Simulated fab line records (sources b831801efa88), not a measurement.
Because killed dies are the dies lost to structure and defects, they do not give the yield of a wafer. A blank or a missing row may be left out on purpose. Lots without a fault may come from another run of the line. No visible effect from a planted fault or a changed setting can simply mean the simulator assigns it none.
Which tool did it? / flow gf180mcu / 6 lots with 18 wafers sampled at 2 steps, on a route of 602 steps

== WHAT THE GAUGES READ, wafer by wafer ==
GF_HV_LDD_TW_MEAS_23.
lot=L304; measured=day 11 16:34; on=film-metro-04; HV_LDD_2_TW=1050 1053 1043
lot=L306; measured=day 12 07:07; on=film-metro-02; HV_LDD_2_TW=1827 1814 1817
lot=L315; measured=day 15 10:36; on=film-metro-02; HV_LDD_2_TW=1065 1054 1059
lot=L317; measured=day 16 05:25; on=film-metro-01; HV_LDD_2_TW=1051 1049 1053
lot=L322; measured=day 17 19:20; on=film-metro-01; HV_LDD_2_TW=1049 1041 1048
lot=L324; measured=day 18 05:40; on=film-metro-04; HV_LDD_2_TW=1050 1047 1051

== TOOL THAT RAN EACH LOT (tool first, then ch and the chambers of the sampled wafers, then the start) ==
lot=L304; GF_HV_LDD_IMPLANT_21=implanter-02 ch 0, day 11 16:20
lot=L306; GF_HV_LDD_IMPLANT_21=implanter-02 ch 0, day 12 06:52
lot=L315; GF_HV_LDD_IMPLANT_21=implanter-03 ch 0, day 15 10:21
lot=L317; GF_HV_LDD_IMPLANT_21=implanter-03 ch 0, day 16 05:10
lot=L322; GF_HV_LDD_IMPLANT_21=implanter-02 ch 0, day 17 19:05
lot=L324; GF_HV_LDD_IMPLANT_21=implanter-02 ch 0, day 18 05:25
- GF_HV_LDD_IMPLANT_21

== THE ANSWER, worked out from the rows above alone ==
Rule: what is usual is taken from the lots themselves. Put in order of their means at a reading, lots are off if they are a third of the lots or fewer, leave a main group of 4 or more, and stand apart from it by a gap of 3 or more times the standard deviation of the main group's means; of several such gaps the widest counts. A main group is skipped when, at the precision printed for the reading in the tables above, its means are all equal. A lot without any number at a reading at which 4 lots or more have one is off too. The other lots that the step has rows for count as sound.
Off: L306, seen at GF_HV_LDD_TW_MEAS_23 (HV_LDD_2_TW). The main group has a mean of 1051 with a standard deviation of 4.5.
A tool fits if, at a process step before that reading, it ran every lot that is off, and no sound lot after the first of them. Gauges at GF_HV_LDD_TW_MEAS_23: tried the same way as those tools. No candidate that was tried fits.

== WHAT THE SIMULATOR HAD PUT IN ==
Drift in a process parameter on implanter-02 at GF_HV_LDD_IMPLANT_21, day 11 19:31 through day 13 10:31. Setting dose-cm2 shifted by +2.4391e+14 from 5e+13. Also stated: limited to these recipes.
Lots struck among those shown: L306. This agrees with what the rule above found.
